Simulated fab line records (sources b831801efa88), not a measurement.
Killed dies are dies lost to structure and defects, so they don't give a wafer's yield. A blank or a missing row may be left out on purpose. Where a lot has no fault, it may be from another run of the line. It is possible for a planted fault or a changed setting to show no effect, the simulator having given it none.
Which tool was responsible? + flow sky130 + Sampling: 13 lots, 39 wafers, 4 of 708 route steps

== WHAT EACH GAUGE READ, for each wafer ==
SKY_CAP2M_OVL_MEAS_12.
| lot  | measured     | on         | CAP2M_OVL (nm) |
|------|--------------|------------|----------------|
| L591 | day 41 01:24 | overlay-01 | -0.7 -0.1 0.0  |
| L592 | day 41 05:18 | overlay-01 | 0.3 -2.0 -0.2  |
| L593 | day 41 12:35 | overlay-02 | 0.8 0.9 -0.1   |
| L595 | day 42 04:11 | overlay-01 | -1.0 0.6 0.5   |
| L596 | day 42 09:33 | overlay-01 | -0.7 -0.7 -0.5 |
| L597 | day 42 23:59 | overlay-01 | 0.5 -1.0 -0.6  |
| L598 | day 43 05:30 | overlay-02 | 0.6 1.2 0.4    |
| L602 | day 44 18:05 | overlay-02 | 1.6 2.5 2.5    |
| L604 | day 45 09:24 | overlay-01 | -2.5 -3.6 -2.7 |
| L607 | day 45 23:32 | overlay-02 | 3.6 2.1 0.9    |
| L608 | day 46 00:47 | overlay-01 | -2.0 -3.3 -3.0 |
| L609 | day 46 07:11 | overlay-01 | 0.6 -0.3 -1.0  |
| L612 | day 46 21:48 | overlay-01 | 0.5 -0.8 -1.3  |

SKY_PASSIVATION_THK_MEAS_01.
| lot  | measured     | on            | PASSIVATION_CVD_00_THK (nm) |
|------|--------------|---------------|-----------------------------|
| L591 | day 44 04:59 | film-metro-04 | 89.3 90.2 91.3              |
| L592 | day 44 08:53 | film-metro-01 | 89.3 91.7 89.8              |
| L593 | day 44 16:02 | film-metro-01 | 88.5 89.2 91.1              |
| L595 | day 45 05:08 | film-metro-02 | 89.8 89.3 90.2              |
| L596 | day 45 10:05 | film-metro-04 | 90.5 91.9 93.4              |
| L597 | day 45 22:47 | film-metro-01 | 91.2 91.0 94.2              |
| L598 | day 46 04:58 | film-metro-01 | 88.8 91.2 91.2              |
| L602 | day 47 12:37 | film-metro-02 | 88.8 88.7 91.3              |
| L604 | day 48 03:32 | film-metro-01 | 88.9 90.1 90.9              |
| L607 | day 48 14:58 | film-metro-01 | 89.4 89.2 90.2              |
| L608 | day 48 16:49 | film-metro-01 | 89.0 89.9 90.8              |
| L609 | day 48 22:52 | film-metro-04 | 87.8 88.2 88.4              |
| L612 | day 49 10:58 | film-metro-01 | 89.9 91.1 91.4              |

== EACH LOT AND THE TOOL THAT RAN IT (in order: tool; ch and the chambers of the sampled wafers; start) ==
| lot  | SKY_METAL1_SPUTTER_01        | SKY_CAP2M_CVD_00                |
|------|------------------------------|---------------------------------|
| L591 | pvd-sputter-04, day 31 20:06 | pecvd-04 ch 0,2, day 40 00:55   |
| L592 | pvd-sputter-01, day 32 05:00 | pecvd-03 ch 0,2, day 40 04:35   |
| L593 | pvd-sputter-01, day 32 11:29 | pecvd-04 ch 0,1,2, day 40 12:31 |
| L595 | pvd-sputter-04, day 33 01:49 | pecvd-04 ch 0,1, day 41 04:40   |
| L596 | pvd-sputter-04, day 33 10:16 | pecvd-01 ch 1,2, day 41 09:56   |
| L597 | pvd-sputter-03, day 34 04:09 | pecvd-01 ch 0,1,2, day 42 00:40 |
| L598 | pvd-sputter-04, day 34 09:23 | pecvd-04 ch 1,2, day 42 06:32   |
| L602 | pvd-sputter-04, day 36 03:47 | pecvd-03 ch 0,2, day 43 19:27   |
| L604 | pvd-sputter-04, day 37 00:30 | pecvd-04 ch 0,2, day 44 12:13   |
| L607 | pvd-sputter-01, day 37 15:12 | pecvd-01 ch 1,2, day 45 02:43   |
| L608 | pvd-sputter-01, day 37 16:43 | pecvd-03 ch 0,2, day 45 03:17   |
| L609 | pvd-sputter-01, day 38 00:04 | pecvd-04 ch 0,1,2, day 45 09:49 |
| L612 | pvd-sputter-03, day 38 17:05 | pecvd-03 ch 0,2, day 46 01:19   |
- SKY_METAL1_SPUTTER_01: material TiN, target thk 20 nm, time 16.7 s.
- SKY_CAP2M_CVD_00: deposits SiO2, target thk 15.5 nm.

== WHAT THE TOOLS THEMSELVES READ (means of the sampled wafers that have a number; where no wafer has one, the mark that the record gives instead) ==
SKY_METAL1_SPUTTER_01.
| lot  | tool           | throttle-valve-pct (%) |
|------|----------------|------------------------|
| L591 | pvd-sputter-04 | 29.9                   |
| L592 | pvd-sputter-01 | 29.3                   |
| L593 | pvd-sputter-01 | 29.1                   |
| L595 | pvd-sputter-04 | 29.8                   |
| L596 | pvd-sputter-04 | 29.3                   |
| L597 | pvd-sputter-03 | 29.6                   |
| L598 | pvd-sputter-04 | 30.6                   |
| L602 | pvd-sputter-04 | 29.5                   |
| L604 | pvd-sputter-04 | 29.4                   |
| L607 | pvd-sputter-01 | 29.6                   |
| L608 | pvd-sputter-01 | 29.5                   |
| L609 | pvd-sputter-01 | 28.8                   |
| L612 | pvd-sputter-03 | 30.2                   |

SKY_CAP2M_CVD_00.
| lot  | tool     | heater-power-outer-w (W) | heater-power-w (W) |
|------|----------|--------------------------|--------------------|
| L591 | pecvd-04 | 365                      | 576                |
| L592 | pecvd-03 | 517                      | 871                |
| L593 | pecvd-04 | 412                      | 672                |
| L595 | pecvd-04 | 394                      | 662                |
| L596 | pecvd-01 | 437                      | 727                |
| L597 | pecvd-01 | 441                      | 744                |
| L598 | pecvd-04 | 431                      | 730                |
| L602 | pecvd-03 | 516                      | 893                |
| L604 | pecvd-04 | 406                      | 668                |
| L607 | pecvd-01 | 400                      | 656                |
| L608 | pecvd-03 | 431                      | 777                |
| L609 | pecvd-04 | 392                      | 634                |
| L612 | pecvd-03 | 452                      | 774                |

== THE ANSWER, worked out from the rows above alone ==
Rule: the usual values come from the lots themselves. Put in order of their means at a reading, lots are off if they are a third of the lots or fewer, leave a main group of 4 or more, and stand apart from it by a gap of 3 or more times the standard deviation of the main group's means; of several such gaps the widest counts. The tables above print the reading to a certain number of digits; a main group whose means all agree to those digits is not used. Also off: a lot with no number at a reading for which 4 or more lots have one. All remaining lots with rows at the step are treated as sound. After the gauges, taken in route order, come the tools' own readings; for these a lot's mean is taken, as printed above. At the first step where some lot is off, the reading lying furthest off is the one used; lots without a number count as furthest.
Across all readings shown, no lot is off: no conclusion can be drawn from this.

== WHAT THE SIMULATOR HAD INSERTED ==
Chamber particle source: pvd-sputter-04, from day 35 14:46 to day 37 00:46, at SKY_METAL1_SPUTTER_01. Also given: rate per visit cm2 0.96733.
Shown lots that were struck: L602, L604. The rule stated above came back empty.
